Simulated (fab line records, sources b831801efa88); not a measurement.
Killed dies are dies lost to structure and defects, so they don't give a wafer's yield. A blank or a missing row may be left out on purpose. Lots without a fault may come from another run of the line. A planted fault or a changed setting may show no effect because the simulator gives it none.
A struck lot beside a sound one | flow sky130 | 14 steps out of a route of 708
Sound: wafers L489.2, L489.3, L489.5. Struck: wafers L492.1, L492.3, L492.5. The cause comes at the end.
At each step with rows: each side's tool, then ch and its chambers, then its first start. Under that, the readings that differ: sound wafers | struck wafers | difference of the means | sigmas: that difference in standard deviations of wafers without a fault.
alike: readings whose means differ by less than 2 such deviations, and words and numbers that are the same on both sides. not compared: withheld readings, readings that some wafer has no value for, bounds like >300 that may hide the same value, and numbers for which the record gives no deviation and whose values overlap.
The two part at a step that has a row with sigmas, a row that says differs or no value, or rows on one side only. Numbers that don't overlap but have no deviation are shown without sigmas and don't part them. A reading that every wafer of one side lacks parts them only if that side has two wafers or more.

first, 1 step without rows for these wafers: SKY_CAP2M_DEVELOP_11 (develop time 60 s).
SKY_CAP2M_OVL_MEAS_12:
  sound on overlay-02, day 43 10:10; struck on overlay-01, day 43 23:37
  reading        | sound       | struck         | difference | sigmas
  CAP2M_OVL (nm) | 2.9 1.8 3.5 | -2.5 -3.9 -1.6 | -5.4       | -4
SKY_CAP2M_METAL_ETCH_13: etches TiN in Cl2/BCl3, stops on SiO2, target depth 220 nm, time 62.9 s.
  sound on rie_metal-01 ch 0, day 43 10:11; struck on rie_metal-02 ch 1, day 43 23:39
  alike: bcl3_flow_sccm, drypump_motor_current_A, mfc_cl2_sccm, oes_product_au, throttle_valve_pct
  not compared: rf_hours_counter_h
SKY_CAP2M_STRIP_14: strips in O2/N2.
  sound on plasma_asher-02 ch 0, day 43 10:16; struck on plasma_asher-03 ch 0,1, day 43 23:44
  alike: drypump_motor_current_A, oes_product_au, strip_time_to_endpoint_s
  not compared: rf_hours_counter_h
then, 8 steps without rows for these wafers: SKY_CAP2M_STRIP_15 (strips in post etch residue remover, time 1200 s); SKY_CAP2M_CLEAN_16 (cleans in IPA, time 180 s); SKY_CAP2M_CLEAN_17 (cleans in O3/DIW); SKY_METAL4_DEHYDRATE_05 (time 60 s); SKY_METAL4_HMDS_06 (prime time 60 s); SKY_METAL4_COAT_07 (resist thk 60 nm); SKY_METAL4_COAT_08 (resist thk 1140 nm); SKY_METAL4_SOFTBAKE_09 (time 90 s).
SKY_METAL4_EXPOSE_10: exposes mask MM4, target cd 300 nm.
  sound on krf_scanner-01 ch 0, day 43 21:28; struck on krf_scanner-01, day 44 12:31
  no value came back on the struck wafers for exposure_dose_mJ_cm2, focus_offset_nm (nm), reticle_temp_C (C), sigma_outer; on the sound wafers exposure_dose_mJ_cm2 reads 28.048 27.995 28.019
  alike: mask
then, 1 step without rows for these wafers: SKY_METAL4_PEB_11.

WHERE THEY PART
First at SKY_CAP2M_OVL_MEAS_12; last, within this record, at SKY_METAL4_EXPOSE_10.

WHY: what the simulator had put in
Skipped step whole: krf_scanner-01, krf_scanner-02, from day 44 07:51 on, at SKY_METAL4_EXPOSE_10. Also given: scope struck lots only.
